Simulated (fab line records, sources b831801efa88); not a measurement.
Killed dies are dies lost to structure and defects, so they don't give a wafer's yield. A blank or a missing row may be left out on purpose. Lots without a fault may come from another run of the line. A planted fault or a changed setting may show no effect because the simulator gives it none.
Which tool did it? | flow gf180mcu | 14 lots, 42 wafers sampled, at 5 steps of a route of 602

WHAT THE GAUGES READ, wafer by wafer
The record holds no reading of a measuring or inspecting step that can be judged against a usual standard deviation.

WHICH TOOL RAN EACH LOT (tool, then ch and the chambers of the sampled wafers, then the start)
lot  | GF_V1_STRIP_18                       | GF_M2_STRIP_17                       | GF_V2_CVD_02                    | GF_V2_CMP_04                  | GF_V2_ETCH_17
L599 | plasma_asher-01 ch 0,1, day 18 23:08 | plasma_asher-01 ch 0,1, day 20 01:01 | pecvd-02 ch 0,1,2, day 20 01:41 | cmp-02 ch 0,1,2, day 20 01:49 | rie_diel-04 ch 0,1,3, no start
L600 | plasma_asher-03 ch 0,1, day 19 09:23 | plasma_asher-04 ch 1, day 20 11:43   | pecvd-03 ch 0,1, day 20 12:48   | cmp-01 ch 1,2, day 20 12:56   | rie_diel-01 ch 1,2, no start
L601 | plasma_asher-03 ch 0,1, day 19 16:11 | plasma_asher-02 ch 0,1, day 20 17:58 | pecvd-02 ch 1,2, day 20 18:41   | cmp-02 ch 1,2,3, day 20 18:49 | rie_diel-01 ch 0,2,3, no start
L602 | plasma_asher-01 ch 0,1, day 20 04:43 | plasma_asher-04 ch 0,1, day 21 06:37 | pecvd-03 ch 1,2, day 21 07:18   | cmp-01 ch 0,2,3, day 21 07:32 | rie_diel-02 ch 1,2,3, no start
L603 | plasma_asher-01 ch 0,1, day 20 12:25 | plasma_asher-02 ch 0,1, day 21 14:17 | pecvd-03 ch 0,1, day 21 14:55   | cmp-01 ch 0,1,3, day 21 15:09 | rie_diel-04 ch 1,3, no start
L604 | plasma_asher-01 ch 0,1, day 21 03:40 | plasma_asher-01 ch 0,1, day 22 05:43 | pecvd-01 ch 0,1,2, day 22 06:24 | cmp-02 ch 2,3, day 22 06:32   | rie_diel-02 ch 0,1,3, no start
L606 | plasma_asher-02 ch 0,1, day 21 08:50 | plasma_asher-04 ch 0,1, day 22 10:10 | pecvd-02 ch 1,2, day 22 10:50   | cmp-02 ch 0,1, day 22 10:58   | rie_diel-04 ch 1,2, no start
L607 | plasma_asher-02 ch 0, day 22 01:49   | plasma_asher-01 ch 0, day 23 02:49   | pecvd-02 ch 0,2, day 23 03:29   | cmp-01 ch 0,1, day 23 03:37   | rie_diel-04 ch 1,2,3, no start
L608 | plasma_asher-02 ch 0,1, day 22 11:34 | plasma_asher-02 ch 0,1, day 23 12:40 | pecvd-02 ch 0,1, day 23 13:20   | cmp-01 ch 0,3, day 23 13:28   | rie_diel-01 ch 1,2, no start
L609 | plasma_asher-02 ch 0,1, day 22 19:52 | plasma_asher-01 ch 0, day 23 20:43   | pecvd-01 ch 0,1,2, day 23 21:25 | cmp-01 ch 1,2,3, day 23 21:33 | rie_diel-01 ch 0,1,2, no start
L610 | plasma_asher-03 ch 0,1, day 23 03:31 | plasma_asher-02 ch 0,1, day 24 04:08 | pecvd-01 ch 0,2, day 24 04:49   | cmp-02 ch 1,2,3, day 24 05:08 | rie_diel-01 ch 0,1,3, no start
L611 | plasma_asher-01 ch 0,1, day 23 12:49 | plasma_asher-01 ch 0,1, day 24 12:51 | pecvd-03 ch 1,2, day 24 13:31   | cmp-01 ch 0,2,3, day 24 13:39 | rie_diel-01 ch 0,1,3, no start
L612 | plasma_asher-01 ch 0,1, day 23 17:38 | plasma_asher-02 ch 0,1, day 24 17:22 | pecvd-03 ch 0,2, day 24 18:02   | cmp-02 ch 0,1,3, day 24 18:16 | rie_diel-02 ch 2,3, no start
L613 | plasma_asher-01 ch 0,1, day 24 02:37 | plasma_asher-04 ch 0,1, day 25 02:20 | pecvd-03 ch 1,2, day 25 03:01   | cmp-02 ch 0,1,3, day 25 03:14 | rie_diel-04 ch 0,2,3, no start
- GF_V1_STRIP_18: strips in O2/N2.
- GF_M2_STRIP_17: strips in O2/N2.
- GF_V2_CVD_02: deposits SiO2 from TEOS, target thk 850 nm, time 94.851 s.
- GF_V2_CMP_04: polishes SiO2.
- GF_V2_ETCH_17: etches SiO2 in C4F8/O2/Ar, stops on TiN, target depth 630 nm.

WHAT THE TOOLS THEMSELVES READ (means of the sampled wafers that have a number; where no wafer has one, the mark that the record gives instead)
GF_V1_STRIP_18. Usual: drypump_motor_current_A 5.8 A, standard deviation 0.5; heater_power_w 308 W, standard deviation 23; oes_product_au 0.594 a.u., standard deviation 0.0046.
lot  | tool            | drypump_motor_current_A (A) | heater_power_w (W) | oes_product_au (a.u.) | flag
L599 | plasma_asher-01 | 5.9                         | 298                | 0.597                 |
L600 | plasma_asher-03 | 5.2                         | 336                | 0.594                 |
L601 | plasma_asher-03 | 5.6                         | 338                | 0.596                 |
L602 | plasma_asher-01 | 6.1                         | 288                | 0.595                 |
L603 | plasma_asher-01 | 6.1                         | 292                | 0.595                 |
L604 | plasma_asher-01 | 5.9                         | 295                | 0.599                 |
L606 | plasma_asher-02 | 5.8                         | 303                | 0.593                 |
L607 | plasma_asher-02 | 6.5                         | 286                | 0.598                 |
L608 | plasma_asher-02 | 5.8                         | 303                | 0.595                 |
L609 | plasma_asher-02 | 6.1                         | 298                | 0.597                 |
L610 | plasma_asher-03 | 5.3                         | 331                | 0.589                 |
L611 | plasma_asher-01 | 5.9                         | 296                | 0.594                 |
L612 | plasma_asher-01 | 6.1                         | 285                | 0.591                 |
L613 | plasma_asher-01 | 6.1                         | 291                | 0.598                 |

GF_M2_STRIP_17. Usual: drypump_motor_current_A 5.8 A, standard deviation 0.45; heater_power_w 302 W, standard deviation 18; oes_product_au 0.560 a.u., standard deviation 0.0049; strip_time_to_endpoint_s 7.92 s, standard deviation 0.038.
lot  | tool            | drypump_motor_current_A (A) | heater_power_w (W) | oes_product_au (a.u.) | strip_time_to_endpoint_s (s) | flag
L599 | plasma_asher-01 | 5.9                         | 292                | 0.562                 | 7.90                         |
L600 | plasma_asher-04 | 5.6                         | 337                | 0.561                 | 7.96                         |
L601 | plasma_asher-02 | 5.8                         | 306                | 0.559                 | 7.92                         |
L602 | plasma_asher-04 | 5.4                         | 328                | 0.560                 | 7.95                         |
L603 | plasma_asher-02 | 6.2                         | 297                | 0.563                 | 7.91                         |
L604 | plasma_asher-01 | 5.9                         | 292                | 0.564                 | 7.92                         |
L606 | plasma_asher-04 | 5.4                         | 320                | 0.558                 | 7.96                         |
L607 | plasma_asher-01 | 6.2                         | 279                | 0.562                 | 7.91                         |
L608 | plasma_asher-02 | 6.1                         | 292                | 0.559                 | 7.91                         |
L609 | plasma_asher-01 | 6.2                         | 283                | 0.557                 | 7.87                         |
L610 | plasma_asher-02 | 6.1                         | 296                | 0.560                 | 7.92                         |
L611 | plasma_asher-01 | 5.9                         | 294                | 0.557                 | 7.92                         |
L612 | plasma_asher-02 | 6.1                         | 290                | 0.556                 | 7.91                         |
L613 | plasma_asher-04 | 5.3                         | 311                | 0.559                 | 7.89                         |

GF_V2_CVD_02. Usual: heater_power_w 651 W, standard deviation 100.
lot  | tool     | heater_power_w (W) | flag
L599 | pecvd-02 | 689                |
L600 | pecvd-03 | 665                |
L601 | pecvd-02 | 829                |
L602 | pecvd-03 | 556                |
L603 | pecvd-03 | 665                |
L604 | pecvd-01 | 633                |
L606 | pecvd-02 | 682                |
L607 | pecvd-02 | 614                |
L608 | pecvd-02 | 783                |
L609 | pecvd-01 | 645                |
L610 | pecvd-01 | 591                |
L611 | pecvd-03 | 629                |
L612 | pecvd-03 | 627                |
L613 | pecvd-03 | 633                |

GF_V2_CMP_04. Usual: edge_zone_pressure_frac 1.000, standard deviation 0.0049; head_pressure_psi 3.999 psi, standard deviation 0.0093; motor_current_A 11.9 A, standard deviation 0.96; platen_rpm 60.01 rpm, standard deviation 0.039; slurry_filter_dp_kPa 13.50 kPa, standard deviation 0.13; time_to_endpoint_s 79 s, standard deviation 5.
lot  | tool   | edge_zone_pressure_frac | head_pressure_psi (psi) | motor_current_A (A) | platen_rpm (rpm) | slurry_filter_dp_kPa (kPa) | time_to_endpoint_s (s) | flag
L599 | cmp-02 | 1.002                   | 4.001                   | 11.9                | 60.01            | 13.48                      | 74                     |
L600 | cmp-01 | 1.002                   | 3.996                   | 12.0                | 59.97            | 13.54                      | 67                     |
L601 | cmp-02 | 1.002                   | 4.002                   | 12.0                | 60.02            | 13.46                      | 81                     |
L602 | cmp-01 | 1.005                   | 3.994                   | 12.4                | 60.00            | 13.48                      | 80                     |
L603 | cmp-01 | 0.995                   | 4.011                   | 11.9                | 60.01            | 13.37                      | 77                     |
L604 | cmp-02 | 1.005                   | 4.003                   | 11.5                | 60.06            | 13.49                      | 79                     |
L606 | cmp-02 | 0.996                   | 4.004                   | 11.8                | 60.02            | 13.43                      | 77                     |
L607 | cmp-01 | 1.003                   | 3.997                   | 12.3                | 59.99            | 13.54                      | 83                     |
L608 | cmp-01 | 1.002                   | 3.991                   | 13.4                | 60.00            | 13.45                      | 81                     |
L609 | cmp-01 | 1.001                   | 4.008                   | 12.3                | 60.01            | 13.49                      | 74                     |
L610 | cmp-02 | 0.997                   | 4.000                   | 12.0                | 59.99            | 13.67                      | 82                     |
L611 | cmp-01 | 0.998                   | 3.997                   | 12.8                | 59.97            | 13.52                      | 79                     |
L612 | cmp-02 | -                       | -                       | -                   | -                | -                          | -                      | OFF
L613 | cmp-02 | -                       | -                       | -                   | -                | -                          | -                      | OFF

GF_V2_ETCH_17. Usual: oes_product_au 0.856 a.u., standard deviation 0.0046.
lot  | tool        | oes_product_au (a.u.) | flag
L599 | rie_diel-04 | 0.857                 |
L600 | rie_diel-01 | 0.852                 |
L601 | rie_diel-01 | 0.858                 |
L602 | rie_diel-02 | 0.857                 |
L603 | rie_diel-04 | 0.860                 |
L604 | rie_diel-02 | 0.853                 |
L606 | rie_diel-04 | 0.855                 |
L607 | rie_diel-04 | 0.852                 |
L608 | rie_diel-01 | 0.855                 |
L609 | rie_diel-01 | 0.855                 |
L610 | rie_diel-01 | 0.855                 |
L611 | rie_diel-01 | 0.860                 |
L612 | rie_diel-02 | 1.609                 | OFF
L613 | rie_diel-04 | 1.623                 | OFF

THE ANSWER, worked out from the rows above alone
Rule: a lot is off if the mean of its wafers that have a number lies more than 3 standard deviations from the usual mean. A lot without any number at a reading at which 4 lots or more have one is off too. The other lots that the step has rows for count as sound. The gauges are gone through in route order, then the tools' own readings, and for those a lot's mean is taken as printed above. The first step at which some lot is off is used, and at that step the reading that is off furthest; a lot without a number counts as furthest.
Off: L612, L613, at GF_V2_CMP_04 (edge_zone_pressure_frac). Without a number there: L612, L613.
A tool fits if, at that step or a process step before it, it ran every lot that is off, and no sound lot after the first of them. Can't be told from this: 3 tools fit, plasma_asher-01 at GF_V1_STRIP_18, pecvd-03 at GF_V2_CVD_02, cmp-02 at GF_V2_CMP_04.

WHAT THE SIMULATOR HAD PUT IN
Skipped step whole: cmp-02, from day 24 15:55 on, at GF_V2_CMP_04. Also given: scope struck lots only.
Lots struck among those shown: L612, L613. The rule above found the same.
